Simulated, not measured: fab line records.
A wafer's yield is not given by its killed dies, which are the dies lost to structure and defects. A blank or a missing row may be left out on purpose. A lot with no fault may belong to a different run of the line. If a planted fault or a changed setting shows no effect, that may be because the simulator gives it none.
Problem report in the 8D (eight disciplines) form, filled by code + flow sfqLine + the parts of the form that need people (team, actions taken, sign-off) are left out

1. PROBLEM STATEMENT
Across 5 wafers from 3 lots, R5_MONX_RS at SFQ_R5_RS_MEAS_933 averages 6.05 ohm/sq, while fault-free wafers read 7.06 ohm/sq with a standard deviation of 0.1. Relative to the usual mean, that is a shift of -10 standard deviations.
The step: measures by four-point-probe.
First observed at day 64 07:19: wafer L623.2, on filmMetro-04. The record holds 40 wafers of 14 lots with a number at this step. The rule behind "out" and "out of limits": a value lying over 4 standard deviations away from the usual mean. The rest of the wafers with a number are treated as sound.

2. WHAT IT IS, AND WHAT IT ISN'T
| question                    | is                                       | is not                                                                                             |
|-----------------------------|------------------------------------------|----------------------------------------------------------------------------------------------------|
| which readings at this step | R5_MONX_RS                               | -                                                                                                  |
| which lots                  | L623, L626, L627                         | L613, L614, L615, L616, L617, L618, L630, L631, L633, L635, L636                                   |
| which wafers of those lots  | L623.2, L626.2, L626.5, L627.2, L627.5   | L623.1, L626.1                                                                                     |
| read on which gauges        | filmMetro-02, filmMetro-03, filmMetro-04 | -                                                                                                  |
| when                        | from day 64 07:19                        | up to then (19 sound wafers); but 16 sound wafers of L626, L630, L631, L633, L635, L636 came after |

3. THE SUSPECTS, EACH WITH WHAT RULES IT OUT
Counting: a tool at a process step up to the reading stays a suspect if it ran every lot that is out. Sound lots after the first of them don't rule it out here, since some wafers of a struck lot are sound.
- the gauge at SFQ_R5_RS_MEAS_933 has been ruled out. Those wafers that are out were read across 3 gauges (filmMetro-02, filmMetro-03, filmMetro-04).
- pvdSputter-05 at SFQ_TRILAYER_R5_DEP_SPUTTER_133 (material MoNx, target thk 40 nm, time 66.7 s): kept. It ran every lot that is out, first L623 (day 64 07:14).
The count leaves pvdSputter-05 at SFQ_TRILAYER_R5_DEP_SPUTTER_133.

4. THE CAUSE (what the simulator had put in)
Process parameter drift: pvdSputter-05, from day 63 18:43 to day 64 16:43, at SFQ_TRILAYER_R5_DEP_SPUTTER_133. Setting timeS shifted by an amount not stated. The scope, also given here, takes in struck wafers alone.
Counting left only this tool.

5. THE EFFECT CHAIN, in route order
Each row: a reading where the mean over the struck wafers with a number is more than 3 standard deviations away from the usual. Only readings whose record carries a usual standard deviation are examined. hours: median over the lots of the time between each lot's start at the first step of this table that gives one and its start at this step. sigmas: the change, counted in usual standard deviations.
| hours | step                                | reading      | usual       | on struck wafers | change | sigmas |
|-------|-------------------------------------|--------------|-------------|------------------|--------|--------|
| 0     | SFQ_R5_RS_MEAS_933                  | R5_MONX_RS   | 7.06 ohm/sq | 6.05             | -1.01  | -10    |
| 0     | SFQ_R5_THK_MEAS_934                 | R5_MONX_THK  | 39.4 nm     | 46.2             | +6.8   | +11    |
| 108   | SFQ_TRILAYER_R5_ETCH_METAL_ETCH_139 | oesProductAu | 0.992 a.u.  | 0.966            | -0.026 | -3.9   |
The process steps in it:
- SFQ_TRILAYER_R5_ETCH_METAL_ETCH_139: etches the open film in Cl2, stops on SiO2, target depth 60 nm, time 40 s.

6. HOW IT WOULD HAVE BEEN CAUGHT EARLIER
In this record the first reading out of limits at a measuring or inspecting step was taken at day 64 07:19, 13 hours after the fault began at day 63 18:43.
An alarm limit of 4 standard deviations would not have fired on the tool readings at SFQ_TRILAYER_R5_DEP_SPUTTER_133 for which the record gives a usual standard deviation, since none of them was out on any struck wafer.
Lots out: 3; of these, L626, L627 started SFQ_TRILAYER_R5_DEP_SPUTTER_133 on pvdSputter-05 after day 64 07:19. A hold on the tool at that time would have spared those 2.
